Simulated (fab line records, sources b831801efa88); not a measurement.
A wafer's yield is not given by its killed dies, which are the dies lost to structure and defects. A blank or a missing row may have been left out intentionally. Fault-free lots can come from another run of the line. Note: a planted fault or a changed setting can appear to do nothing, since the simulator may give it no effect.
Which tool did it?    flow gf180mcu    12 lots with 36 wafers sampled at 2 steps, on a route of 602 steps

## WHAT THE GAUGES SHOWED, per wafer
GF_M5_OVL_MEAS_08.
lot   measured      on          M5_OVL (nm)
L564  day 26 22:02  overlay-01  2 -6 0
L566  day 27 17:20  overlay-02  -10 -13 -2
L567  day 27 20:13  overlay-02  -13 -4 0
L568  day 28 05:03  overlay-02  0 -3 2
L570  day 29 00:03  overlay-02  0 -5 -6
L571  day 29 01:15  overlay-01  5 4 -2
L574  day 29 17:31  overlay-02  5 0 6
L578  day 31 05:18  overlay-02  -4 2 -1
L579  day 31 08:22  overlay-01  -8 -19 -2
L581  day 32 00:05  overlay-02  -11 3 1
L582  day 32 02:10  overlay-01  -8 -4 -4
L585  day 32 22:15  overlay-02  -13 -15 -13

## WHAT TOOL EACH LOT RAN ON (gives the tool, then ch and the chambers of the sampled wafers, and finally the start)
lot   GF_MIM_SPUTTER_03
L564  pvdSputter-02, day 25 03:20
L566  pvdSputter-02, day 26 00:18
L567  pvdSputter-01, day 26 02:44
L568  pvdSputter-03, day 26 12:02
L570  pvdSputter-01, day 27 03:37
L571  pvdSputter-03, day 27 08:18
L574  pvdSputter-03, day 28 04:04
L578  pvdSputter-02, day 29 17:52
L579  pvdSputter-02, day 29 19:47
L581  pvdSputter-01, day 30 13:27
L582  pvdSputter-02, day 30 15:38
L585  pvdSputter-01, day 31 11:52
- GF_MIM_SPUTTER_03: material Ti, target thk 10 nm, time 6.7 s.

## AS READ BY THE TOOLS THEMSELVES (means over the sampled wafers that have a number; for cases with no such wafer, the mark the record gives instead)
GF_MIM_SPUTTER_03.
lot   tool           substrateTempC (C)  throttleValvePct (%)
L564  pvdSputter-02  300.17              29.9
L566  pvdSputter-02  300.09              30.0
L567  pvdSputter-01  299.96              30.2
L568  pvdSputter-03  299.79              30.9
L570  pvdSputter-01  299.60              29.9
L571  pvdSputter-03  299.95              30.9
L574  pvdSputter-03  299.97              31.5
L578  pvdSputter-02  300.06              30.1
L579  pvdSputter-02  299.88              30.4
L581  pvdSputter-01  300.00              30.0
L582  pvdSputter-02  300.14              29.9
L585  pvdSputter-01  300.15              29.7

## THE ANSWER, worked out from the rows above alone
Rule: what is usual is taken from the lots themselves. The widest of any qualifying gaps counts: lots, ordered by their means at a reading, are off when they make up no more than a third of the lots, leave a main group of 4 or more, and stand apart from it by 3 or more times the standard deviation of that group's means. Not used: any main group whose means are identical at the precision the tables above print for the reading. Also off: a lot with no number at a reading for which 4 or more lots have one. All remaining lots with rows at the step are treated as sound. Order of review: gauges by route order, followed by the tools' own readings, for which a lot's mean as printed above is used. At the first step where some lot is off, the reading lying furthest off is the one used; lots without a number count as furthest.
No lot is off at any reading shown: from this, nothing can be told.

## WHAT THE SIMULATOR HAD PUT IN
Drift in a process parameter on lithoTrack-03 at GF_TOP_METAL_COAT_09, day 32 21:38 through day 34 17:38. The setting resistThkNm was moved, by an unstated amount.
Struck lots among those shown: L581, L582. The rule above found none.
